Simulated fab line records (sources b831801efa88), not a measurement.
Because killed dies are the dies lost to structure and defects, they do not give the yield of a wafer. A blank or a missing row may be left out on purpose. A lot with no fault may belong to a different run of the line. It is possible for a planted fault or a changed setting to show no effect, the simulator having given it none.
fab line records	flow sky130
[record] lots = 5	wafers = 15	lastDay = 49
route steps=708 shown RES_PROTECT@212 POLY_GATE@213 LDD_N@237 PAD_OPEN@708
lots with no fault: from the same line, run without faults
startH: hours from the record's first day to the start of the lot's first wafer shown	waitH: hours from the lot's prior step to this one	" identical to the entry in the row above	L1.1+2: one row covering several wafers at once	- no value present, or no start provided	* or withheld: withheld	< > ~ a bound
route shown NAME@n: a module of which the file shows steps, and the number in the route of the first	usual: mean and standard deviation over wafers with no fault	same: alike in all rows	chamber/n: place in a boat	sites: the reading at each site	_std_site: their standard deviation	_edge_site: inner sites' mean taken away from outer sites' mean	radiusMm: for every site, how far away it sits from the centre of the wafer	mask NAME#n: copy n	behind: the last tool/chamber to shape the wafer	hold: why the lot went on hold/how many hours it stayed there/how the hold came to an end	device: the transistor (n, p or np) that didn't switch	end of line: at the end of the route, the tests of the same wafers	a step given without rows: its recipe and nothing more	killed: dies that structure and defects cost at the first sort, which is not the same as the wafer's yield	map: the dies of a wafer, with x for killed, . for not killed, _ for no die there
set.NAME: the setting that was run; set.NAME@STEP: the one run at that earlier step	model.NAME: the simulator's own value behind a step, which no gauge read
lots at selected steps of the route; one table per step, one row per wafer
services: from which hour (startH, from the record's first day; less than 0 if before it) a tool's chamber was out of use, for how many hours, and why
[[steps]]
[step SKY_RES_PROTECT_DEVELOP_06]
[recipe] resist = NOVOLAK	developer = TMAH	developTimeS = 60	devTempC = 23
[step SKY_POLY_GATE_IMPLANT_02]
[recipe] species = P	energyKev = 30	doseCm2 = 7.7e+15	tiltDeg = 0
[step SKY_RES_PROTECT_STRIP_07]
[recipe] chemistry = O2/N2	powerW = 1400	pressureMtorr = 1500	platenTempC = withheld	o2FlowSccm = 3000	n2FlowSccm = 300	overashFraction = 0.5
[usual] drypumpMotorCurrentA = 5.7/0.35	oesProductAu = 0.517/0.0038	stripTimeToEndpointS = 23.31/0.042
lot.wafer	tool	chamber	startH	waitH	drypumpMotorCurrentA	oesProductAu	rfHoursCounterH	stripTimeToEndpointS
L684.1	plasmaAsher-04	0	357.41	0.1	5.8	0.522	68	23.30
L684.2	"	1	"	"	5.1	0.515	68	23.30
L684.3	"	0	"	"	5.8	0.515	-	23.35
L689.1	plasmaAsher-04	1	408.81	0.1	5.0	0.519	73	23.29
L689.2	"	0	"	"	5.7	0.525	73	23.25
L689.4	"	1	"	"	5.1	0.516	-	23.29
L694.2	plasmaAsher-02	1	453.32	0.1	5.7	0.525	58	23.39
L694.4	"	0	"	"	6.0	0.520	-	23.35
L694.5	"	0	"	"	6.1	0.525	-	23.37
L701.1	plasmaAsher-04	1	507.81	0.1	5.0	0.515	8	23.34
L701.2	"	0	"	"	5.7	0.512	8	23.30
L701.6	"	0	"	"	5.7	0.519	-	23.31
L702.1	plasmaAsher-04	1	514.22	0.1	5.0	0.514	9	23.32
L702.3	"	1	"	"	5.1	0.514	-	23.33
L702.6	"	0	"	"	5.7	0.516	-	23.33
[step SKY_RES_PROTECT_TW_MEAS_08]
[usual] POLY_GATE_TW = 4021/43
lot.wafer	tool	chamber	startH	waitH	POLY_GATE_TW
L684.1	filmMetro-04	-	357.51	0.1	4071
L684.2	"	-	"	"	4025
L684.3	"	-	"	"	4036
L689.1	filmMetro-02	-	408.91	0.1	3981
L689.2	"	-	"	"	3980
L689.4	"	-	"	"	3971
L694.2	filmMetro-04	-	453.43	0.1	4071
L694.4	"	-	"	"	4024
L694.5	"	-	"	"	4051
L701.1	filmMetro-01	-	507.91	0.1	4050
L701.2	"	-	"	"	4076
L701.6	"	-	"	"	4061
L702.1	filmMetro-04	-	514.32	0.1	4021
L702.3	"	-	"	"	4027
L702.6	"	-	"	"	4047
[step SKY_RES_PROTECT_CLEAN_09]
[recipe] chemistry = SC1/SC2	mix = 1:4:20	tempC = 70	timeS = 150	dry = n2Spin
[step SKY_POLY_GATE_CVD_03]
[recipe] material = Si3N4	precursor = DCS/NH3	targetThkNm = 75	tempC = 770	timeS = 1290	pressureMtorr = 250
[step SKY_POLY_GATE_THK_MEAS_04]
[recipe] reads = Si3N4_of_POLY_GATE_CVD_03
[usual] POLY_GATE_CVD_03_THK = 75.0/0.63
lot.wafer	tool	chamber	startH	waitH	POLY_GATE_CVD_03_THK[nm]
L684.1	filmMetro-01	-	360.01	0.0	74.6
L684.2	"	-	"	"	75.4
L684.3	"	-	"	"	75.0
L689.1	filmMetro-03	-	410.99	0.0	75.7
L689.2	"	-	"	"	74.8
L689.4	"	-	"	"	75.2
L694.2	filmMetro-01	-	454.91	0.0	75.2
L694.4	"	-	"	"	76.0
L694.5	"	-	"	"	74.8
L701.1	filmMetro-01	-	510.05	0.0	74.2
L701.2	"	-	"	"	73.9
L701.6	"	-	"	"	74.0
L702.1	filmMetro-01	-	516.47	0.0	76.1
L702.3	"	-	"	"	75.4
L702.6	"	-	"	"	75.3
[step SKY_POLY_GATE_DEHYDRATE_05]
[recipe] tempC = 200	timeS = 60
[step SKY_POLY_GATE_HMDS_06]
[recipe] primeTimeS = 60	primeTempC = 120
[step SKY_POLY_GATE_COAT_07]
[recipe] resist = BARC	tempC = withheld	timeS = withheld	spinRpm = 3000	resistThkNm = 110
[step SKY_POLY_GATE_COAT_08]
[recipe] resist = KrF-thick	spinRpm = 3000	resistThkNm = 450
[step SKY_POLY_GATE_SOFTBAKE_09]
[recipe] tempC = 100	timeS = 90	resist = KrF-thick
[step SKY_POLY_GATE_EXPOSE_10]
[recipe] maskId = P1M	na = 0.68	sourceShape = conventional	sigmaOuter = 0.6	targetCdNm = 150	doseMj = 28
lot.wafer	tool	chamber	startH	waitH	mask
L684.1+2+3	krfScanner-02	0	374.57	-	P1M#0
L689.1+2+4	krfScanner-01	0	426.27	-	P1M#0
L694.2+4+5	krfScanner-01	0	470.02	-	P1M#0
L701.1+2+6	krfScanner-01	0	525.70	-	P1M_R1#0
L702.1+3+6	krfScanner-01	0	531.41	-	P1M#0
[step SKY_POLY_GATE_PEB_11]
[recipe] pebTempC = withheld	pebTimeS = withheld	resist = KrF-thick
[step SKY_POLY_GATE_DEVELOP_12]
[recipe] developTimeS = 60	resist = KrF-thick	devTempC = 21
[step SKY_POLY_GATE_CD_MEAS_13]
[recipe] targetCdNm = 150
[usual] cdNm = 149.9/1.3
lot.wafer	tool	chamber	startH	waitH	cdNm
L684.1	cdSem-01	-	389.11	-	151.2
L684.2	"	-	"	"	150.5
L684.3	"	-	"	"	150.8
L689.1	cdSem-01	-	441.12	-	151.6
L689.2	"	-	"	"	150.1
L689.4	"	-	"	"	150.3
L694.2	cdSem-01	-	484.79	-	150.1
L694.4	"	-	"	"	149.5
L694.5	"	-	"	"	150.5
L701.1	cdSem-02	-	540.96	-	161.4
L701.2	"	-	"	"	162.0
L701.6	"	-	"	"	161.4
L702.1	cdSem-01	-	546.60	-	149.5
L702.3	"	-	"	"	150.3
L702.6	"	-	"	"	150.2
[step SKY_POLY_GATE_OVL_MEAS_14]
[usual] POLY_GATE_OVL = -2/6
lot.wafer	tool	chamber	startH	waitH	POLY_GATE_OVL[nm]
L684.1	overlay-02	-	389.23	0.1	-6
L684.2	"	-	"	"	4
L684.3	"	-	"	"	-2
L689.1	overlay-02	-	441.24	0.1	-8
L689.2	"	-	"	"	3
L689.4	"	-	"	"	4
L694.2	overlay-02	-	484.89	0.1	-5
L694.4	"	-	"	"	-6
L694.5	"	-	"	"	-1
L701.1	overlay-02	-	541.08	0.1	3
L701.2	"	-	"	"	8
L701.6	"	-	"	"	3
L702.1	overlay-02	-	546.72	0.1	-3
L702.3	"	-	"	"	6
L702.6	"	-	"	"	6
[step SKY_POLY_GATE_ETCH_15]
[recipe] chemistry = N2/H2	target = BARC	ionEnergyEv = 200	sourceW = 500	biasW = 100	pressureMtorr = 30	n2FlowSccm = 100	h2FlowSccm = 200	stopOn = SiO2	timeS = 118.5	targetDepthA = 1100
[usual] drypumpMotorCurrentA = 5.8/0.42	oesProductAu = 0.716/0.0046	throttleValvePct = 13.213/0.0091
lot.wafer	tool	chamber	startH	waitH	drypumpMotorCurrentA	oesProductAu	rfHoursCounterH	throttleValvePct	model.POLY_GATE.cdNm
L684.1	rieDiel-02	0	389.27	0.0	6.2	0.718	3	13.202	153
L684.2	"	2	"	"	6.2	0.714	42	13.204	147.6
L684.3	"	3	"	"	5.6	0.718	5	13.199	148.3
L689.1	rieDiel-04	3	441.28	0.0	5.7	0.721	15	13.215	152.3
L689.2	"	0	"	"	5.9	0.721	20	13.214	150.8
L689.4	"	1	"	"	6.0	0.716	15	13.196	148.3
L694.2	rieDiel-02	3	484.92	0.0	5.7	0.720	7	13.214	149
L694.4	"	2	"	"	6.1	0.718	44	13.212	151.7
L694.5	"	3	"	"	5.7	0.719	-	13.209	150.1
L701.1	rieDiel-01	1	541.11	0.0	5.5	0.711	3	13.205	164
L701.2	"	2	"	"	6.1	0.711	25	13.215	166.4
L701.6	"	2	"	"	6.1	0.719	-	13.218	166.6
L702.1	rieDiel-01	0	546.75	0.0	4.9	0.715	19	13.202	149.5
L702.3	"	2	"	"	6.1	0.719	25	13.213	153.6
L702.6	"	1	"	"	5.5	0.713	-	13.217	151.1
[step SKY_POLY_GATE_ETCH_16]
[recipe] stopOn = poly-Si	chemistry = CH3F/O2	target = Si3N4	sourceW = 400	biasW = 80	pressureMtorr = 25	ch3fFlowSccm = 40	O2_flow_sccm = 30	timeS = 147.5	targetDepthA = 750
[usual] drypumpMotorCurrentA = 5.8/0.42	oesProductAu = 0.641/0.0052	throttleValvePct = 10.535/0.0098
lot.wafer	tool	chamber	startH	waitH	drypumpMotorCurrentA	oesProductAu	rfHoursCounterH	throttleValvePct
L684.1	rieDiel-02	0	389.35	0.0	6.2	0.635	3	10.525
L684.2	"	2	"	"	6.1	0.646	42	10.534
L684.3	"	3	"	"	5.6	0.642	5	10.529
L689.1	rieDiel-04	3	441.36	0.0	5.7	0.639	15	10.535
L689.2	"	0	"	"	5.9	0.649	20	10.546
L689.4	"	1	"	"	5.9	0.639	15	10.525
L694.2	rieDiel-02	3	485.01	0.0	5.7	0.637	8	10.526
L694.4	"	2	"	"	6.1	0.650	44	10.549
L694.5	"	3	"	"	5.7	0.637	-	10.548
L701.1	rieDiel-01	1	541.19	0.0	5.5	0.639	3	10.558
L701.2	"	2	"	"	6.1	0.635	25	10.546
L701.6	"	2	"	"	6.1	0.627	-	10.538
L702.1	rieDiel-01	0	546.83	0.0	4.9	0.646	19	10.538
L702.3	"	2	"	"	6.1	0.638	26	10.537
L702.6	"	1	"	"	5.5	0.645	-	10.536
[step SKY_POLY_GATE_ETCH_17]
[recipe] targetDepthNm = 180	stopOn = SiO2	overEtchFrac = 0.56667	chemistry = HBr/Cl2	target = poly-Si	icpW = 400	biasW = 100	pressureMtorr = 10	HBr_flow_sccm = 150	Cl2_flow_sccm = 50	timeS = 70.5
[usual] drypumpMotorCurrentA = 5.7/0.49	mfcCl2Sccm = 49.99/0.17	oesProductAu = 0.984/0.0079	throttleValvePct = 33.684/0.0087
lot.wafer	tool	chamber	startH	waitH	drypumpMotorCurrentA	mfcCl2Sccm	oesProductAu	rfHoursCounterH	throttleValvePct	model.POLY_GATE.cdNm
L684.1	rieSi-01	0	389.45	0.0	6.0	49.87	0.968	1	33.704	152.8
L684.2	"	3	"	"	4.7	50.07	0.990	0	33.700	147.4
L684.3	"	1	"	"	5.7	49.98	0.976	6	33.676	151.3
L689.1	rieSi-01	0	441.46	0.0	6.0	49.89	0.979	2	33.698	152.4
L689.2	"	1	"	"	5.7	49.88	0.988	6	33.672	152.5
L689.4	"	2	"	"	6.2	49.95	0.990	6	33.683	147.3
L694.2	rieSi-02	3	485.11	0.0	6.1	49.93	0.994	57	33.679	148.4
L694.4	"	1	"	"	6.0	49.95	0.990	7	33.682	150.8
L694.5	"	0	"	"	5.4	49.52	0.995	-	33.666	147.6
L701.1	rieSi-01	3	541.29	0.0	4.7	49.76	0.983	1	33.688	163.7
L701.2	"	0	"	"	6.0	50.12	0.973	3	33.685	166.6
L701.6	"	1	"	"	5.7	49.99	0.971	-	33.693	169.5
L702.1	rieSi-02	1	546.93	0.0	6.1	50.01	0.983	7	33.671	149.1
L702.3	"	3	"	"	6.1	50.10	0.974	0	33.682	152.9
L702.6	"	3	"	"	6.2	49.98	0.979	-	33.697	150.6
[step SKY_POLY_GATE_STRIP_18]
[recipe] chemistry = O2/N2	powerW = 1400	pressureMtorr = 1500	platenTempC = withheld	o2FlowSccm = 3000	n2FlowSccm = 300	overashFraction = 0.5
[usual] drypumpMotorCurrentA = 5.87/0.11	oesProductAu = 0.360/0.0049	stripTimeToEndpointS = 3.14/0.052
lot.wafer	tool	chamber	startH	waitH	drypumpMotorCurrentA	oesProductAu	rfHoursCounterH	stripTimeToEndpointS
L684.1	plasmaAsher-02	0	389.50	0.0	6.02	0.355	53	3.17
L684.2	"	1	"	"	5.70	0.359	53	3.16
L684.3	"	1	"	"	5.69	0.364	-	3.17
L689.1	plasmaAsher-02	0	441.52	0.0	5.99	0.360	57	3.18
L689.2	"	1	"	"	5.70	0.361	57	3.22
L689.4	"	0	"	"	5.99	0.369	-	3.13
L694.2	plasmaAsher-03	0	485.16	0.0	5.98	0.357	80	3.05
L694.4	"	0	"	"	5.97	0.365	-	3.15
L694.5	"	0	"	"	5.96	0.359	-	3.06
L701.1	plasmaAsher-03	1	541.35	0.0	5.84	0.351	85	3.20
L701.2	"	0	"	"	5.95	0.359	85	3.05
L701.6	"	0	"	"	5.98	0.350	-	3.04
L702.1	plasmaAsher-01	1	546.99	0.0	5.80	0.360	43	3.18
L702.3	"	1	"	"	5.82	0.365	-	3.04
L702.6	"	0	"	"	5.87	0.368	-	3.18
[step SKY_POLY_GATE_CLEAN_19]
[recipe] chemistry = SC1/SC2	mix = 1:4:20	tempC = 70	timeS = 150	dry = n2Spin
[step SKY_POLY_GATE_OXIDATION_20]
[recipe] tempC = 850	ambient = O2	stabiliseS = 600	purgeS = 300	targetThkA = 40	oxTimeS = 899
[step SKY_POLY_GATE_THK_MEAS_21]
[recipe] reads = SiO2_of_POLY_GATE_OXIDATION_20
[usual] POLY_GATE_OXIDATION_THK = 4.02/0.074
lot.wafer	tool	chamber	startH	waitH	POLY_GATE_OXIDATION_THK[nm]
L684.1	filmMetro-03	-	390.91	0.0	3.97
L684.2	"	-	"	"	3.96
L684.3	"	-	"	"	3.90
L689.1	filmMetro-01	-	443.28	0.0	4.11
L689.2	"	-	"	"	4.13
L689.4	"	-	"	"	4.01
L694.2	filmMetro-03	-	486.57	0.0	4.01
L694.4	"	-	"	"	4.06
L694.5	"	-	"	"	3.93
L701.1	filmMetro-04	-	542.75	0.0	3.99
L701.2	"	-	"	"	3.99
L701.6	"	-	"	"	4.09
L702.1	filmMetro-04	-	548.39	0.0	4.04
L702.3	"	-	"	"	4.01
L702.6	"	-	"	"	4.00
[step SKY_POLY_GATE_CD_MEAS_22]
[usual] cdNm = 150.5/2.8
lot.wafer	tool	chamber	startH	waitH	cdNm
L684.1	cdSem-02	-	390.97	0.1	152.9
L684.2	"	-	"	"	147.4
L684.3	"	-	"	"	151.4
L689.1	cdSem-02	-	443.34	0.1	152.2
L689.2	"	-	"	"	152.7
L689.4	"	-	"	"	147.1
L694.2	cdSem-01	-	486.70	0.1	148.3
L694.4	"	-	"	"	151.0
L694.5	"	-	"	"	147.9
L701.1	cdSem-01	-	542.81	0.1	163.9
L701.2	"	-	"	"	166.8
L701.6	"	-	"	"	169.7
L702.1	cdSem-02	-	548.45	0.1	149.4
L702.3	"	-	"	"	152.9
L702.6	"	-	"	"	150.8
[step SKY_LDD_N_DEHYDRATE_00]
[recipe] tempC = 200	timeS = 60
[step SKY_PAD_OPEN_PROBE_99]
[usual] killed_at_M0_to_M3 = 41/6.2	killed_at_M4_up = 3.0/1.7	killedAtContacts = 25/5.8	killedAtFrontEnd = 16/4.5	killedAtOther = 0.2/0.42	killedDies = 85/8.4	killedOpen = 46/5.9	killedShort = 39/6.3
[same] grossDies = 492	killedAtBackSide = 0
lot.wafer	tool	chamber	startH	waitH	killed_at_M0_to_M3	killed_at_M4_up	killedAtContacts	killedAtFrontEnd	killedAtOther	killedDies	killedOpen	killedShort	model.etest.pfet_01v8.rOnOhmUm	model.etest.resPoly.lineOhmUm	model.etest.nfet_01v8.rOnOhmUm	model.etest.sonosUncharged.rOnOhmUm	model.etest.nfet_01v8_lvt.driveUaUm	model.etest.nfet_01v8.driveUaUm	model.etest.nfet_01v8_swapped.driveUaUm	model.etest.nfet_01v8_turned.driveUaUm
L684.1	prober-02	-	1090.57	0.1	52	3	15	22	0	92	41	51	2939	499.8	838.5	833.5	568.8	496.8	499.8	504.4
L684.2	prober-02	-	1090.62	0.1	38	4	36	18	1	97	49	48	2885	535.2	816.5	811.7	579.6	508.4	505.2	509.7
L684.3	prober-02	-	1090.67	0.2	44	1	23	19	0	87	58	29	2861	515.3	830.6	811.6	578.5	509.4	508.4	507.7
L689.1	prober-01	-	1126.39	0.1	42	3	36	16	0	97	59	35	2863	509.4	827.4	815.3	582.8	511.7	510.3	515.7
L689.2	prober-01	-	1126.44	0.1	43	1	23	9	0	76	33	43	2886	503.8	831.7	817.2	575.2	511.2	507.7	510.1
L689.4	prober-01	-	1126.54	0.2	41	3	24	13	0	81	42	37	2802	533.2	803.9	814.3	595.9	526.7	528.5	526.9
L694.2	prober-02	-	1152.16	0.1	34	3	34	21	1	93	47	43	2936	524.8	838.6	798.7	552.7	484.2	486.1	483.3
L694.4	prober-02	-	1152.26	0.2	38	2	31	21	1	93	56	35	3011	526.7	848.8	821.4	554	486.2	486.7	483.1
L694.5	prober-02	-	1152.31	0.2	39	3	24	13	1	80	42	38	2928	526.2	830.2	812.7	563.9	496.5	494.2	494.1
L702.1	prober-01	-	1186.97	0.1	33	6	32	20	0	91	44	44	2906	520.4	833.6	805.4	571.2	502.3	500.9	506.4
L702.3	prober-01	-	1187.07	0.2	50	3	21	17	0	91	45	45	2950	498.4	847.4	814.3	563.4	493.4	492.1	493.3
L702.6	prober-01	-	1187.22	0.2	43	2	22	14	0	81	48	33	2900	512.9	842	807.1	575.9	502.4	500.7	505.2
L701.1	prober-02	-	1187.32	0.1	44	4	34	14	0	96	51	45	3038	452.1	881.4	844.2	555.9	487.1	487.7	489.9
L701.2	prober-02	-	1187.37	0.1	40	3	26	19	0	88	52	35	3110	441.7	878.8	838.2	559.5	492.3	493.8	490.5
L701.6	prober-02	-	1187.57	0.2	46	1	26	13	0	86	46	40	3132	436.7	898.3	860	541.2	480.4	478.9	476.7
// killed by level:class
L684.1 VIA1:geometricParticle:open=12 METAL2:geometricParticle:short=9 FIELD_ISO:geometricParticle:short=8 METAL1:geometricParticle:short=7 LI_CONTACT:geometricParticle:open=6 VIA3:geometricParticle:open=6 VIA2:geometricParticle:open=5 POLY_GATE:geometricParticle:short=4
L684.2 CONTACT:geometricParticle:open=13 VIA1:geometricParticle:open=10 LI_CONTACT:geometricParticle:open=8 METAL2:geometricParticle:short=6 LI_CONTACT:geometricParticle:short=5 METAL1:geometricParticle:short=5 CONTACT:geometricParticle:short=5 FIELD_ISO:geometricParticle:open=4
L684.3 VIA1:geometricParticle:open=14 LI_CONTACT:geometricParticle:open=12 CONTACT:geometricParticle:open=7 VIA3:geometricParticle:open=7 POLY_GATE:geometricParticle:open=6 METAL1:geometricParticle:short=6 POLY_GATE:geometricParticle:short=5 VIA2:geometricParticle:open=5
L689.1 CONTACT:geometricParticle:open=17 VIA1:geometricParticle:open=8 LI_CONTACT:geometricParticle:open=8 VIA2:geometricParticle:open=8 VIA1:geometricParticle:short=6 VIA3:geometricParticle:open=6 POLY_GATE:geometricParticle:open=5 CONTACT:geometricParticle:short=5
L689.2 METAL2:geometricParticle:short=11 METAL1:geometricParticle:short=8 VIA1:geometricParticle:open=7 LI_CONTACT:geometricParticle:open=5 CONTACT:geometricParticle:open=5 VIA3:geometricParticle:open=5 CONTACT:geometricParticle:short=4 VIA1:geometricParticle:short=4
L689.4 CONTACT:geometricParticle:open=9 VIA1:geometricParticle:open=9 LI_CONTACT:geometricParticle:open=8 METAL1:geometricParticle:short=8 METAL2:geometricParticle:short=7 POLY_GATE:geometricParticle:open=5 VIA2:geometricParticle:open=5 LI_CONTACT:geometricParticle:short=4
L694.2 LI_CONTACT:geometricParticle:open=11 CONTACT:geometricParticle:open=8 METAL2:geometricParticle:short=7 VIA1:geometricParticle:open=7 FIELD_ISO:geometricParticle:short=6 LI_CONTACT:geometricParticle:short=6 CONTACT:geometricParticle:short=5 VIA2:geometricParticle:open=5
L694.4 CONTACT:geometricParticle:open=15 VIA1:geometricParticle:open=12 VIA2:geometricParticle:open=9 LI_CONTACT:geometricParticle:open=8 FIELD_ISO:geometricParticle:short=5 FIELD_ISO:geometricParticle:open=4 METAL2:geometricParticle:short=4 POLY_GATE:geometricParticle:open=3
L694.5 CONTACT:geometricParticle:open=9 VIA3:geometricParticle:open=7 LI_CONTACT:geometricParticle:open=7 VIA1:geometricParticle:short=6 METAL2:geometricParticle:short=6 VIA1:geometricParticle:open=5 CONTACT:geometricParticle:short=4 VIA2:geometricParticle:open=4
L702.1 CONTACT:geometricParticle:open=15 FIELD_ISO:geometricParticle:open=5 POLY_GATE:geometricParticle:short=5 LOCAL_INTERCONNECT:geometricParticle:short=5 VIA1:geometricParticle:open=5 METAL4:geometricParticle:short=5 POLY_GATE:geometricParticle:open=4 LI_CONTACT:geometricParticle:open=4
L702.3 VIA2:geometricParticle:open=10 METAL1:geometricParticle:short=9 VIA3:geometricParticle:short=8 CONTACT:geometricParticle:open=8 POLY_GATE:geometricParticle:open=6 VIA1:geometricParticle:open=5 VIA3:geometricParticle:open=5 VIA1:geometricParticle:short=4
L702.6 CONTACT:geometricParticle:open=12 VIA1:geometricParticle:open=10 VIA3:geometricParticle:open=8 VIA2:geometricParticle:short=6 FIELD_ISO:geometricParticle:short=5 VIA2:geometricParticle:open=5 POLY_GATE:geometricParticle:open=4 VIA3:geometricParticle:short=4
L701.1 CONTACT:geometricParticle:open=17 VIA1:geometricParticle:open=15 CONTACT:geometricParticle:short=10 METAL1:geometricParticle:short=6 LI_CONTACT:geometricParticle:open=5 FIELD_ISO:geometricParticle:short=4 METAL2:geometricParticle:short=4 VIA2:geometricParticle:short=3
L701.2 CONTACT:geometricParticle:open=16 VIA1:geometricParticle:open=12 POLY_GATE:geometricParticle:short=8 VIA3:geometricParticle:open=5 FIELD_ISO:geometricParticle:short=4 LI_CONTACT:geometricParticle:open=4 VIA2:geometricParticle:short=4 VIA2:geometricParticle:open=4
L701.6 CONTACT:geometricParticle:open=11 VIA1:geometricParticle:open=11 VIA3:geometricParticle:open=8 CONTACT:geometricParticle:short=7 VIA1:geometricParticle:short=7 FIELD_ISO:geometricParticle:open=5 LI_CONTACT:geometricParticle:open=5 VIA3:geometricParticle:short=5
[[services]]
tool	chamber	startH	hours	kind
krfScanner-01	-	343.78	0.8	repair
rieDiel-01	1	349.25	2.9	repair
rieDiel-02	3	363.21	6.3	repair
rieDiel-02	0	367.30	4.7	repair
krfScanner-01	-	374.08	3.6	pm
plasmaAsher-04	-	376.93	2.8	pm
plasmaAsher-02	-	379.23	2.2	repair
rieSi-01	3	391.84	3.4	repair
krfScanner-01	-	393.03	1.3	pm
rieDiel-01	0	397.34	2.4	repair
rieDiel-02	0	409.98	4.1	repair
krfScanner-01	-	415.67	1.0	pm
plasmaAsher-02	-	418.67	15.6	pm
rieDiel-01	-	419.25	0.8	repair
plasmaAsher-04	-	421.25	9.0	pm
krfScanner-01	-	432.57	0.8	pm
rieDiel-01	0	465.11	2.0	repair
rieDiel-02	2	465.58	2.0	repair
krfScanner-01	-	487.10	5.3	repair
krfScanner-01	-	493.83	5.1	repair
rieDiel-01	3	526.63	15.1	repair
rieDiel-02	2	530.49	5.6	repair
rieDiel-02	-	532.92	4.7	repair
krfScanner-01	-	545.47	1.3	repair
[[key]]
[firstSign] step = SKY_POLY_GATE_EXPOSE_10	reading = mask	direction = changed
[effect] step = SKY_POLY_GATE_CD_MEAS_13	reading = cdNm	direction = up	sigmas = 9.1	usual = 149.9	struck = 161.6
[effect] step = SKY_POLY_GATE_CD_MEAS_22	reading = cdNm	direction = up	sigmas = 5.8	usual = 150.5	struck = 166.8
[modelEffect] step = SKY_POLY_GATE_ETCH_15	value = POLY_GATE.cdNm	without = 154.7	struck = 165.7
[modelEffect] step = SKY_POLY_GATE_ETCH_17	value = POLY_GATE.cdNm	without = 155.6	struck = 166.6
[modelEffect] step = SKY_PAD_OPEN_PROBE_99	value = etest.pfet_01v8.rOnOhmUm	without = 2936	struck = 3093
metAt SKY_POLY_GATE_EXPOSE_10
struckWafers L701.1,L701.2,L701.6
testerLeftOut L701
onsetBetween 470.02 525.70
[fault] kind = wrongMask	tool = any	chamber = -	onsetH = 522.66	steps = SKY_POLY_GATE_EXPOSE_10	auxCopy = P1M_R1#0	cdOffsetNm = 11	scope = struckLotsOnly
// testerLeftOut: of these lots the tester's yield and bins aren't shown, on N5 and GAA mostly nor the transistor test; their killed dies are dies lost to structure and defects alone, not to doping, threshold or leakage, so they don't give the yield
